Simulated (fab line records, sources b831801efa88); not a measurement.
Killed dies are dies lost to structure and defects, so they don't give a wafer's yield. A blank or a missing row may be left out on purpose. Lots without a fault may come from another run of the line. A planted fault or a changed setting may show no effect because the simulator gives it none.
A struck lot beside a sound one | flow sky130 | 14 steps out of a route of 708
Sound: wafers L685.2, L685.5, L685.6. Struck: wafers L701.2, L701.4, L701.5. The cause comes at the end.
At each step with rows: each side's tool, then ch and its chambers, then its first start. Under that, the readings that differ: sound wafers | struck wafers | difference of the means | sigmas: that difference in standard deviations of wafers without a fault.
alike: readings whose means differ by less than 2 such deviations, and words and numbers that are the same on both sides. not compared: withheld readings, readings that some wafer has no value for, bounds like >300 that may hide the same value, and numbers for which the record gives no deviation and whose values overlap.
The two part at a step that has a row with sigmas, a row that says differs or no value, or rows on one side only. Numbers that don't overlap but have no deviation are shown without sigmas and don't part them. A reading that every wafer of one side lacks parts them only if that side has two wafers or more.

first, 1 step without rows for these wafers: SKY_VT_ADJUST_HVTR_DEVELOP_06 (develop time 60 s).
SKY_VT_ADJUST_HVTR_CD_MEAS_07: target cd 380 nm.
  sound on cd_sem-02, day 11 01:25; struck on cd_sem-02, day 16 04:44
  alike: cd_nm
SKY_VT_ADJUST_HVTR_OVL_MEAS_08:
  sound on overlay-01, day 11 01:32; struck on overlay-02, day 16 04:51
  alike: VT_ADJUST_HVTR_OVL
then, 1 step without rows for these wafers: SKY_VT_ADJUST_HVTR_IMPLANT_09.
SKY_VT_ADJUST_HVTR_STRIP_10: strips in O2/N2.
  sound on plasma_asher-02 ch 0,1, day 11 01:43; struck on plasma_asher-03 ch 1, day 16 05:02
  alike: drypump_motor_current_A, oes_product_au, strip_time_to_endpoint_s
  not compared: rf_hours_counter_h
SKY_VT_ADJUST_HVTR_TW_MEAS_11:
  sound on film_metro-01, day 11 01:49; struck on film_metro-02, day 16 05:08
  alike: VT_ADJUST_HVTR_TW
then, 6 steps without rows for these wafers: SKY_VT_ADJUST_PCH_DEHYDRATE_00 (time 60 s); SKY_VT_ADJUST_PCH_HMDS_01 (prime time 60 s); SKY_VT_ADJUST_PCH_COAT_02 (resist thk 3000 nm); SKY_VT_ADJUST_PCH_SOFTBAKE_03; SKY_VT_ADJUST_PCH_EXPOSE_04 (exposes mask NWM, target cd 840 nm); SKY_VT_ADJUST_PCH_PEB_05.
SKY_VT_ADJUST_PCH_DEVELOP_06: develop time 60 s.
  sound on litho_track-04 ch 0, day 12 01:00; struck on litho_track-02, day 17 08:00
  no value came back on the struck wafers for chill_plate_temp_C (C), develop_time_s (s), exhaust_pa (Pa), resist_line_temp_C (C); on the sound wafers chill_plate_temp_C (C) reads 23.03 23.11 22.98
SKY_VT_ADJUST_PCH_OVL_MEAS_07:
  sound on overlay-01, day 12 01:56; struck on overlay-01, day 17 09:01
  reading                | sound        | struck | difference                    | sigmas
  VT_ADJUST_PCH_OVL (nm) | 0.1 0.7 -0.9 | - - -  | no value on the struck wafers |

WHERE THEY PART
First at SKY_VT_ADJUST_PCH_DEVELOP_06; last, within this record, at SKY_VT_ADJUST_PCH_OVL_MEAS_07.

WHY: what the simulator had put in
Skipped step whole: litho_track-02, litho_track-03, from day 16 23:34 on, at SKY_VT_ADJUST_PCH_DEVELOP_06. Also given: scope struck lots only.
